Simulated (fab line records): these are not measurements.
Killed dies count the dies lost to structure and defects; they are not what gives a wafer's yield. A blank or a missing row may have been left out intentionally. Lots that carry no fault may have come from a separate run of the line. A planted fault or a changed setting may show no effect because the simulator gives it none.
Code-filled problem report in 8D (eight disciplines) form :: flow sky130 :: the parts of the form that need people (team, actions taken, sign-off) are left out

1. THE ISSUE
Wafers without a fault read 23.00 C, standard deviation 0.094; developer-temp-C at SKY_SD_P_DEVELOP_06 reads a mean of 20.74 C on 6 wafers belonging to 2 lots. That is -24 standard deviations from the usual mean.
The step: develop time 60 s.
Earliest sighting: wafer L781.1 on litho-track-03 at day 29 17:22. Wafers with a number at this step in the record: 36, from 12 lots. The rule behind "out" and "out of limits": a value lying over 4 standard deviations away from the usual mean. The rest of the wafers with a number are treated as sound.

2. WHAT IT IS, WHAT IT ISN'T
question: which readings at this step
is: developer-temp-C
is not: chill-plate-temp-C

question: which lots
is: L781, L784
is not: L770, L773, L774, L779, L782, L785, L786, L789, L792, L793

question: which wafers of those lots
is: all that have a number
is not: -

question: read on which tools
is: litho-track-03
is not: litho-track-02, litho-track-04

question: when
is: from day 29 17:22
is not: up to then (12 sound wafers); but 18 sound wafers of L782, L785, L786, L789, L792, L793 came after

3. THE SUSPECTS, EACH WITH WHAT RULES IT OUT
Counting: a tool stays on the suspect list if, at a process step up to the reading, it processed all lots that are out and no sound lot following the first of them.
- plasma-asher-02 at SKY_LDD_HVP_STRIP_09 (strips in O2/N2): kept. All lots that are out passed through it, beginning with L781 at day 26 02:01, and no sound lot followed; its final sound lot before that point was L779 at day 25 07:16.
- litho-track-03 at SKY_SD_P_DEVELOP_06 (develop time 60 s): ruled out as a lasting fault. The sound lots L792 went through it after L781, its earliest lot that is out (day 29 17:22).
Left after counting: plasma-asher-02 at SKY_LDD_HVP_STRIP_09.

4. THE CAUSE (what the simulator had put in)
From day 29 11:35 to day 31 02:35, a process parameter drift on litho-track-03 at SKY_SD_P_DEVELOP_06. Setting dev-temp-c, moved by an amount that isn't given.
Counting ruled it out, wrongly.

5. THE CHAIN OF EFFECTS, in route order
Rows list readings where the struck wafers' mean (over those with a number) sits beyond 3 standard deviations from the usual. Readings are gone through only where the record gives a usual standard deviation; hours: the median, over the lots, of the time from a lot's start at the first step in this table giving one to that lot's start at this step; sigmas: the change measured in usual standard deviations.
hours: 0
step: SKY_SD_P_DEVELOP_06
reading: developer-temp-C
usual: 23.00 C
on struck wafers: 20.74
change: -2.26
sigmas: -24
It contains these process steps:
- SKY_SD_P_DEVELOP_06: develop time 60 s.

6. WHAT WOULD HAVE CAUGHT IT SOONER
First out-of-limits reading in this record: day 29 17:22, which is 6 hours after fault onset at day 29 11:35.
